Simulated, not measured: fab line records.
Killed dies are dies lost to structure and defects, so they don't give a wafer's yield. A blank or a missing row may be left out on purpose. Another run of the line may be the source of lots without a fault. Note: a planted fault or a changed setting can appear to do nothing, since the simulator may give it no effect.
fab line records	flow gf180mcu
record lots=24	wafers=72	last_day=34
route steps=602 shown CONTACT@290 M3@413 V3@431 TOP_METAL@569
lots that met no fault: taken from a fault-free run of the same line
start_h: hours from the record's opening day to when the first of the lot's shown wafers began	wait_h: hours elapsed since this lot's preceding step	" identical to the entry in the row above	L1.1+2: a row that stands for several wafers	- either no value or no given start	* or withheld: withheld	< > ~ a bound
route shown NAME@n: names a module that has steps shown in the file, with the first one's number in the route	usual: mean and standard deviation over wafers with no fault	same: alike in all rows	chamber/n: place in a boat	sites: the reading at each site	_std_site: standard deviation across them	_edge_site: mean of outer sites minus mean of inner sites	radius_mm: for every site, how far away it sits from the centre of the wafer	mask NAME#n: copy n	behind: the tool/chamber that last shaped the wafer	hold: why the lot went on hold/how many hours it stayed there/how the hold came to an end	device: the transistor (n, p or np) that didn't switch	end of line: the tests these same wafers got at the end of their route	a step without rows: its recipe alone	killed: dies lost to structure and defects at the first sort, not the wafer's yield	map: dies across one wafer; x = killed, . = not, _ = none there
set.NAME: setting as actually run; set.NAME@STEP: the setting as run at that earlier step	model.NAME: the simulator's own value behind a step, which no gauge read
the route's steps for a sample of lots (tables are steps, rows are wafers)
services: from which hour (start_h, from the record's first day; less than 0 if before it) a tool's chamber was out of use, for how many hours, and why
## steps
# step GF_CONTACT_THK_MEAS_03
# recipe reads=SiO2_of_CONTACT_CVD_02
# usual CONTACT_CVD_02_THK=856/9.6
lot.wafer	tool	chamber	start_h	wait_h	CONTACT_CVD_02_THK[nm]
L074.2	film_metro-03	-	340.86	0.0	846
L074.4	"	-	"	"	853
L074.5	"	-	"	"	851
L075.1	film_metro-02	-	347.88	0.0	847
L075.4	"	-	"	"	869
L075.6	"	-	"	"	864
L076.1	film_metro-03	-	356.28	0.0	861
L076.3	"	-	"	"	849
L076.6	"	-	"	"	861
L077.2	film_metro-03	-	359.47	0.0	860
L077.3	"	-	"	"	860
L077.5	"	-	"	"	864
L078.1	film_metro-03	-	369.75	0.0	854
L078.3	"	-	"	"	849
L078.6	"	-	"	"	859
L079.3	film_metro-03	-	377.78	0.1	848
L079.5	"	-	"	"	863
L079.6	"	-	"	"	858
L080.2	film_metro-02	-	385.09	0.0	851
L080.5	"	-	"	"	857
L080.6	"	-	"	"	872
L081.1	film_metro-02	-	397.94	0.0	856
L081.2	"	-	"	"	835
L081.6	"	-	"	"	859
L082.2	film_metro-03	-	404.59	0.0	861
L082.3	"	-	"	"	856
L082.6	"	-	"	"	852
L083.1	film_metro-03	-	413.34	0.0	857
L083.4	"	-	"	"	874
L083.6	"	-	"	"	864
L084.2	film_metro-01	-	422.59	0.0	843
L084.3	"	-	"	"	851
L084.4	"	-	"	"	860
L085.1	film_metro-03	-	434.43	0.0	846
L085.3	"	-	"	"	856
L085.6	"	-	"	"	864
L086.1	film_metro-01	-	441.07	0.0	863
L086.3	"	-	"	"	856
L086.6	"	-	"	"	872
L087.1	film_metro-02	-	444.95	0.0	839
L087.5	"	-	"	"	848
L087.6	"	-	"	"	850
L088.1	film_metro-02	-	463.39	0.0	835
L088.3	"	-	"	"	839
L088.5	"	-	"	"	862
L089.1	film_metro-03	-	476.17	0.0	845
L089.3	"	-	"	"	842
L089.4	"	-	"	"	856
L090.3	film_metro-02	-	479.91	0.1	854
L090.4	"	-	"	"	856
L090.6	"	-	"	"	875
L091.1	film_metro-01	-	498.01	0.0	845
L091.4	"	-	"	"	855
L091.6	"	-	"	"	855
L092.4	film_metro-02	-	503.36	0.0	858
L092.5	"	-	"	"	863
L092.6	"	-	"	"	869
L093.1	film_metro-02	-	515.50	0.0	847
L093.5	"	-	"	"	860
L093.6	"	-	"	"	851
L095.1	film_metro-01	-	517.43	0.0	848
L095.4	"	-	"	"	859
L095.6	"	-	"	"	869
L094.1	film_metro-02	-	518.36	0.0	852
L094.4	"	-	"	"	854
L094.5	"	-	"	"	856
L096.3	film_metro-03	-	527.67	0.1	853
L096.4	"	-	"	"	870
L096.6	"	-	"	"	872
L097.2	film_metro-01	-	537.44	0.0	854
L097.5	"	-	"	"	864
L097.6	"	-	"	"	863
# step GF_M3_SPUTTER_04
# recipe material=TiN	target_thk_nm=50	power_w=6500	time_s=41.7	chamber_pressure_pa=0.4
# usual throttle_valve_pct=30.1/0.89
lot.wafer	tool	chamber	start_h	wait_h	throttle_valve_pct
L074.2	pvd_sputter-01	-	465.78	0.0	30.7
L074.4	"	-	"	"	30.6
L074.5	"	-	"	"	30.8
L075.1	pvd_sputter-03	-	472.74	0.0	31.0
L075.4	"	-	"	"	30.0
L075.6	"	-	"	"	28.4
L076.1	pvd_sputter-01	-	482.42	0.0	30.7
L076.3	"	-	"	"	30.3
L076.6	"	-	"	"	30.7
L077.2	pvd_sputter-04	-	485.92	0.0	30.3
L077.3	"	-	"	"	31.8
L077.5	"	-	"	"	31.8
L078.1	pvd_sputter-04	-	495.06	0.0	31.5
L078.3	"	-	"	"	29.0
L078.6	"	-	"	"	29.8
L079.3	pvd_sputter-01	-	506.46	0.0	29.8
L079.5	"	-	"	"	30.6
L079.6	"	-	"	"	29.6
L080.2	pvd_sputter-03	-	512.40	0.0	29.1
L080.5	"	-	"	"	30.9
L080.6	"	-	"	"	29.2
L081.1	pvd_sputter-04	-	523.96	0.0	29.4
L081.2	"	-	"	"	30.3
L081.6	"	-	"	"	30.6
L082.2	pvd_sputter-01	-	531.72	0.0	30.9
L082.3	"	-	"	"	30.0
L082.6	"	-	"	"	30.5
L083.1	pvd_sputter-04	-	540.56	0.0	30.0
L083.4	"	-	"	"	30.2
L083.6	"	-	"	"	30.6
L084.2	pvd_sputter-03	-	547.83	0.0	28.3
L084.3	"	-	"	"	30.1
L084.4	"	-	"	"	29.2
L085.1	pvd_sputter-01	-	558.18	0.0	30.5
L085.3	"	-	"	"	30.7
L085.6	"	-	"	"	29.9
L086.1	pvd_sputter-03	-	565.57	0.0	28.6
L086.3	"	-	"	"	29.3
L086.6	"	-	"	"	31.1
L087.1	pvd_sputter-01	-	569.80	0.0	29.5
L087.5	"	-	"	"	30.5
L087.6	"	-	"	"	29.9
L088.1	pvd_sputter-04	-	586.30	0.0	31.7
L088.3	"	-	"	"	29.7
L088.5	"	-	"	"	29.3
L089.1	pvd_sputter-03	-	597.10	0.0	31.1
L089.3	"	-	"	"	29.4
L089.4	"	-	"	"	28.4
L090.3	pvd_sputter-03	-	601.66	0.0	28.9
L090.4	"	-	"	"	30.9
L090.6	"	-	"	"	30.3
L091.1	pvd_sputter-03	-	616.71	0.0	30.2
L091.4	"	-	"	"	28.5
L091.6	"	-	"	"	28.3
L092.4	pvd_sputter-01	-	623.25	0.0	29.7
L092.5	"	-	"	"	29.8
L092.6	"	-	"	"	30.9
L093.1	pvd_sputter-01	-	631.83	0.0	30.8
L093.5	"	-	"	"	30.5
L093.6	"	-	"	"	30.7
L095.1	pvd_sputter-01	-	634.55	0.0	30.6
L095.4	"	-	"	"	30.8
L095.6	"	-	"	"	30.6
L094.1	pvd_sputter-04	-	634.94	0.0	31.7
L094.4	"	-	"	"	29.2
L094.5	"	-	"	"	29.4
L096.3	pvd_sputter-03	-	644.76	0.0	28.7
L096.4	"	-	"	"	29.0
L096.6	"	-	"	"	28.3
L097.2	pvd_sputter-03	-	652.25	0.0	31.1
L097.5	"	-	"	"	28.6
L097.6	"	-	"	"	30.2
# step GF_M3_CD_MEAS_14
# recipe target_cd_nm=280
# usual cd_nm=280.0/1
lot.wafer	tool	chamber	start_h	wait_h	cd_nm
L074.2	cd_sem-02	-	489.85	0.1	280.9
L074.4	"	-	"	"	280.0
L074.5	"	-	"	"	279.7
L075.1	cd_sem-01	-	496.52	0.1	279.4
L075.4	"	-	"	"	279.4
L075.6	"	-	"	"	279.4
L076.1	cd_sem-01	-	505.88	0.1	280.0
L076.3	"	-	"	"	280.4
L076.6	"	-	"	"	280.6
L077.2	cd_sem-01	-	509.78	0.1	281.3
L077.3	"	-	"	"	280.0
L077.5	"	-	"	"	280.6
L078.1	cd_sem-02	-	518.03	0.1	280.9
L078.3	"	-	"	"	282.5
L078.6	"	-	"	"	281.0
L079.3	cd_sem-02	-	529.37	0.1	280.1
L079.5	"	-	"	"	280.1
L079.6	"	-	"	"	279.7
L080.2	cd_sem-01	-	535.05	0.1	281.2
L080.5	"	-	"	"	281.1
L080.6	"	-	"	"	280.9
L081.1	cd_sem-02	-	546.98	0.1	280.0
L081.2	"	-	"	"	279.9
L081.6	"	-	"	"	280.1
L082.2	cd_sem-02	-	554.15	0.1	280.3
L082.3	"	-	"	"	280.4
L082.6	"	-	"	"	280.8
L083.1	cd_sem-01	-	561.98	0.1	279.7
L083.4	"	-	"	"	280.3
L083.6	"	-	"	"	282.4
L084.2	cd_sem-01	-	570.00	0.1	280.3
L084.3	"	-	"	"	280.2
L084.4	"	-	"	"	280.1
L085.1	cd_sem-02	-	580.33	0.1	281.1
L085.3	"	-	"	"	280.9
L085.6	"	-	"	"	280.5
L086.1	cd_sem-01	-	587.48	0.1	279.8
L086.3	"	-	"	"	279.4
L086.6	"	-	"	"	279.0
L087.1	cd_sem-01	-	591.81	0.1	281.4
L087.5	"	-	"	"	280.6
L087.6	"	-	"	"	280.9
L088.1	cd_sem-02	-	607.66	0.1	280.3
L088.3	"	-	"	"	280.0
L088.5	"	-	"	"	280.1
L089.1	cd_sem-01	-	618.28	0.1	280.3
L089.3	"	-	"	"	280.8
L089.4	"	-	"	"	280.6
L090.3	cd_sem-01	-	622.85	0.1	279.8
L090.4	"	-	"	"	280.2
L090.6	"	-	"	"	279.1
L091.1	cd_sem-01	-	637.41	0.1	280.1
L091.4	"	-	"	"	280.0
L091.6	"	-	"	"	280.4
L092.4	cd_sem-02	-	643.79	0.1	278.3
L092.5	"	-	"	"	278.0
L092.6	"	-	"	"	279.1
L093.1	cd_sem-02	-	651.53	0.1	279.7
L093.5	"	-	"	"	280.5
L093.6	"	-	"	"	278.3
L095.1	cd_sem-02	-	654.93	0.1	277.6
L095.4	"	-	"	"	278.7
L095.6	"	-	"	"	277.6
L094.1	cd_sem-01	-	655.08	0.1	279.3
L094.4	"	-	"	"	279.4
L094.5	"	-	"	"	278.9
L096.3	cd_sem-01	-	664.95	0.1	280.0
L096.4	"	-	"	"	279.7
L096.6	"	-	"	"	278.7
L097.2	cd_sem-02	-	671.60	0.1	279.2
L097.5	"	-	"	"	278.5
L097.6	"	-	"	"	279.6
# step GF_V3_CVD_02
# recipe material=SiO2	target_thk_nm=850	precursor=TEOS	temp_c=400	time_s=93.19	rf_w=600
# usual heater_power_outer_w=352/54	heater_power_w=629/84
lot.wafer	tool	chamber	start_h	wait_h	heater_power_outer_w	heater_power_w
L074.2	pecvd-04	0	490.78	0.0	300	511
L074.4	"	0	"	"	323	543
L074.5	"	1	"	"	387	709
L075.1	pecvd-04	1	497.47	0.1	370	639
L075.4	"	2	"	"	312	595
L075.6	"	0	"	"	262	442
L076.1	pecvd-02	1	506.83	0.1	375	655
L076.3	"	0	"	"	435	720
L076.6	"	0	"	"	327	570
L077.2	pecvd-04	0	510.72	0.0	323	552
L077.3	"	2	"	"	361	642
L077.5	"	1	"	"	379	664
L078.1	pecvd-01	1	518.98	0.1	290	516
L078.3	"	2	"	"	290	564
L078.6	"	0	"	"	422	738
L079.3	pecvd-02	1	530.35	0.0	396	688
L079.5	"	0	"	"	441	727
L079.6	"	2	"	"	418	768
L080.2	pecvd-01	0	536.02	0.0	424	752
L080.5	"	2	"	"	318	624
L080.6	"	1	"	"	293	538
L081.1	pecvd-01	1	547.94	0.1	301	539
L081.2	"	2	"	"	313	603
L081.6	"	2	"	"	327	639
L082.2	pecvd-04	0	555.12	0.0	275	456
L082.3	"	1	"	"	419	707
L082.6	"	0	"	"	313	506
L083.1	pecvd-01	0	562.93	0.1	363	635
L083.4	"	1	"	"	318	563
L083.6	"	2	"	"	300	584
L084.2	pecvd-02	2	570.94	0.0	315	645
L084.3	"	1	"	"	350	624
L084.4	"	1	"	"	384	682
L085.1	pecvd-04	0	581.31	0.1	358	568
L085.3	"	2	"	"	333	608
L085.6	"	1	"	"	329	587
L086.1	pecvd-02	1	588.46	0.1	370	660
L086.3	"	2	"	"	377	693
L086.6	"	1	"	"	390	666
L087.1	pecvd-02	1	592.76	0.1	369	647
L087.5	"	0	"	"	430	713
L087.6	"	1	"	"	306	559
L088.1	pecvd-02	2	608.65	0.1	315	639
L088.3	"	1	"	"	380	653
L088.5	"	0	"	"	404	666
L089.1	pecvd-01	1	619.23	0.1	330	567
L089.3	"	2	"	"	318	620
L089.4	"	1	"	"	239	452
L090.3	pecvd-01	1	623.76	0.0	327	552
L090.4	"	2	"	"	307	602
L090.6	"	0	"	"	418	734
L091.1	pecvd-01	0	638.36	0.1	460	809
L091.4	"	0	"	"	343	621
L091.6	"	1	"	"	304	557
L092.4	pecvd-02	0	644.75	0.1	321	559
L092.5	"	1	"	"	345	602
L092.6	"	2	"	"	370	725
L093.1	pecvd-04	2	652.82	0.1	315	597
L093.5	"	0	"	"	312	494
L093.6	"	1	"	"	441	728
L095.1	pecvd-02	0	655.97	0.1	388	661
L095.4	"	1	"	"	398	673
L095.6	"	0	"	"	416	689
L094.1	pecvd-01	0	656.03	0.1	351	630
L094.4	"	1	"	"	294	529
L094.5	"	2	"	"	320	633
L096.3	pecvd-02	1	665.86	0.0	340	597
L096.4	"	1	"	"	373	628
L096.6	"	0	"	"	397	691
L097.2	pecvd-02	2	672.53	0.0	335	650
L097.5	"	0	"	"	418	726
L097.6	"	2	"	"	379	706
# step GF_V3_THK_MEAS_03
# recipe reads=SiO2_of_V3_CVD_02
# usual V3_CVD_02_THK=832/9.8
lot.wafer	tool	chamber	start_h	wait_h	V3_CVD_02_THK[nm]
L074.2	film_metro-03	-	490.86	0.0	837
L074.4	"	-	"	"	850
L074.5	"	-	"	"	848
L075.1	film_metro-03	-	497.54	0.0	816
L075.4	"	-	"	"	828
L075.6	"	-	"	"	838
L076.1	film_metro-04	-	506.90	0.0	833
L076.3	"	-	"	"	837
L076.6	"	-	"	"	842
L077.2	film_metro-04	-	510.80	0.0	841
L077.3	"	-	"	"	824
L077.5	"	-	"	"	836
L078.1	film_metro-03	-	519.05	0.0	815
L078.3	"	-	"	"	815
L078.6	"	-	"	"	835
L079.3	film_metro-01	-	530.44	0.1	823
L079.5	"	-	"	"	843
L079.6	"	-	"	"	826
L080.2	film_metro-04	-	536.10	0.0	822
L080.5	"	-	"	"	835
L080.6	"	-	"	"	839
L081.1	film_metro-03	-	548.01	0.0	831
L081.2	"	-	"	"	827
L081.6	"	-	"	"	844
L082.2	film_metro-01	-	555.20	0.0	830
L082.3	"	-	"	"	834
L082.6	"	-	"	"	843
L083.1	film_metro-03	-	563.00	0.0	838
L083.4	"	-	"	"	841
L083.6	"	-	"	"	840
L084.2	film_metro-03	-	571.02	0.0	828
L084.3	"	-	"	"	836
L084.4	"	-	"	"	846
L085.1	film_metro-04	-	581.38	0.0	838
L085.3	"	-	"	"	830
L085.6	"	-	"	"	837
L086.1	film_metro-04	-	588.53	0.0	823
L086.3	"	-	"	"	818
L086.6	"	-	"	"	826
L087.1	film_metro-04	-	592.87	0.1	825
L087.5	"	-	"	"	847
L087.6	"	-	"	"	839
L088.1	film_metro-04	-	608.72	0.0	814
L088.3	"	-	"	"	832
L088.5	"	-	"	"	843
L089.1	film_metro-01	-	619.30	0.0	805
L089.3	"	-	"	"	818
L089.4	"	-	"	"	812
L090.3	film_metro-01	-	623.85	0.1	822
L090.4	"	-	"	"	837
L090.6	"	-	"	"	842
L091.1	film_metro-03	-	638.43	0.0	828
L091.4	"	-	"	"	832
L091.6	"	-	"	"	832
L092.4	film_metro-03	-	644.81	0.0	843
L092.5	"	-	"	"	828
L092.6	"	-	"	"	823
L093.1	film_metro-01	-	652.89	0.0	817
L093.5	"	-	"	"	843
L093.6	"	-	"	"	828
L095.1	film_metro-03	-	656.04	0.0	843
L095.4	"	-	"	"	843
L095.6	"	-	"	"	841
L094.1	film_metro-04	-	656.10	0.0	822
L094.4	"	-	"	"	830
L094.5	"	-	"	"	846
L096.3	film_metro-03	-	665.95	0.1	826
L096.4	"	-	"	"	832
L096.6	"	-	"	"	842
L097.2	film_metro-04	-	672.61	0.0	827
L097.5	"	-	"	"	841
L097.6	"	-	"	"	841
# step GF_TOP_METAL_SPUTTER_02
# recipe material=AlCu	target_thk_nm=900	power_w=10600	chamber_pressure_pa=0.3	substrate_temp_c=250	gas=Ar	time_s=47.82
# usual throttle_valve_pct=30.0/1
lot.wafer	tool	chamber	start_h	wait_h	throttle_valve_pct
L074.2	pvd_sputter-02	-	633.03	0.0	30.5
L074.4	"	-	"	"	27.8
L074.5	"	-	"	"	30.3
L075.1	pvd_sputter-02	-	638.04	0.0	28.8
L075.4	"	-	"	"	30.6
L075.6	"	-	"	"	30.5
L076.1	pvd_sputter-01	-	647.66	0.0	30.6
L076.3	"	-	"	"	29.7
L076.6	"	-	"	"	29.8
L077.2	pvd_sputter-01	-	649.53	0.0	30.5
L077.3	"	-	"	"	29.7
L077.5	"	-	"	"	29.8
L078.1	pvd_sputter-02	-	658.21	0.0	30.3
L078.3	"	-	"	"	28.8
L078.6	"	-	"	"	30.7
L079.3	pvd_sputter-01	-	667.54	0.0	30.4
L079.5	"	-	"	"	30.6
L079.6	"	-	"	"	30.3
L080.2	pvd_sputter-01	-	672.85	0.0	29.7
L080.5	"	-	"	"	30.6
L080.6	"	-	"	"	29.5
L081.1	pvd_sputter-01	-	683.32	0.0	30.7
L081.2	"	-	"	"	30.9
L081.6	"	-	"	"	31.0
L082.2	pvd_sputter-04	-	690.15	0.0	30.2
L082.3	"	-	"	"	31.9
L082.6	"	-	"	"	30.5
L083.1	pvd_sputter-02	-	696.05	0.0	30.4
L083.4	"	-	"	"	28.6
L083.6	"	-	"	"	28.8
L084.2	pvd_sputter-02	-	701.52	0.0	30.3
L084.3	"	-	"	"	28.8
L084.4	"	-	"	"	30.8
L085.1	pvd_sputter-01	-	711.00	0.0	29.7
L085.3	"	-	"	"	31.0
L085.6	"	-	"	"	30.7
L086.1	pvd_sputter-04	-	715.43	0.0	31.6
L086.3	"	-	"	"	29.7
L086.6	"	-	"	"	29.1
L087.1	pvd_sputter-01	-	719.78	0.0	30.5
L087.5	"	-	"	"	30.5
L087.6	"	-	"	"	30.5
L088.1	pvd_sputter-02	-	733.52	0.0	28.9
L088.3	"	-	"	"	30.4
L088.5	"	-	"	"	28.9
L089.1	pvd_sputter-04	-	741.04	0.0	31.6
L089.3	"	-	"	"	30.5
L089.4	"	-	"	"	29.1
L090.3	pvd_sputter-04	-	746.59	0.0	29.9
L090.4	"	-	"	"	31.7
L090.6	"	-	"	"	30.3
L091.1	pvd_sputter-04	-	758.59	0.0	31.5
L091.4	"	-	"	"	30.6
L091.6	"	-	"	"	29.3
L092.4	pvd_sputter-02	-	763.71	0.0	27.6
L092.5	"	-	"	"	28.8
L092.6	"	-	"	"	27.8
L093.1	pvd_sputter-04	-	768.76	0.0	30.4
L093.5	"	-	"	"	31.5
L093.6	"	-	"	"	30.5
L095.1	pvd_sputter-02	-	771.13	0.0	30.2
L095.4	"	-	"	"	28.8
L095.6	"	-	"	"	28.6
L094.1	pvd_sputter-01	-	772.38	0.0	30.4
L094.4	"	-	"	"	30.9
L094.5	"	-	"	"	30.8
L096.3	pvd_sputter-02	-	780.62	0.0	30.7
L096.4	"	-	"	"	30.1
L096.6	"	-	"	"	30.3
L097.2	pvd_sputter-04	-	786.22	0.0	29.4
L097.5	"	-	"	"	30.5
L097.6	"	-	"	"	29.3
## services
tool	chamber	start_h	hours	kind
pecvd-04	1	453.06	6.5	repair
pvd_sputter-04	-	465.24	1.7	repair
pecvd-04	-	478.18	0.5	repair
pecvd-01	-	489.63	14.6	pm
pvd_sputter-01	-	494.84	7.7	repair
pvd_sputter-02	-	499.19	5.2	repair
pvd_sputter-02	-	529.46	8.3	repair
pecvd-04	2	538.19	5.3	repair
pecvd-01	-	574.14	0.8	pm
pecvd-01	-	589.03	1.4	repair
pecvd-02	2	591.93	7.0	repair
pvd_sputter-04	-	593.57	2.4	repair
pecvd-02	-	610.52	2.9	repair
pvd_sputter-04	-	647.61	0.5	repair
pvd_sputter-01	-	651.42	2.2	repair
pvd_sputter-02	-	673.60	1.5	repair
pecvd-01	-	680.56	2.8	pm
pvd_sputter-03	-	688.71	1.6	repair
pecvd-04	-	696.26	2.8	pm
pecvd-01	-	700.21	1.7	repair
pecvd-01	-	700.51	1.6	repair
pecvd-01	-	707.68	5.5	pm
pecvd-01	2	740.21	1.9	repair
pvd_sputter-01	-	774.12	2.6	repair
## key
fault none
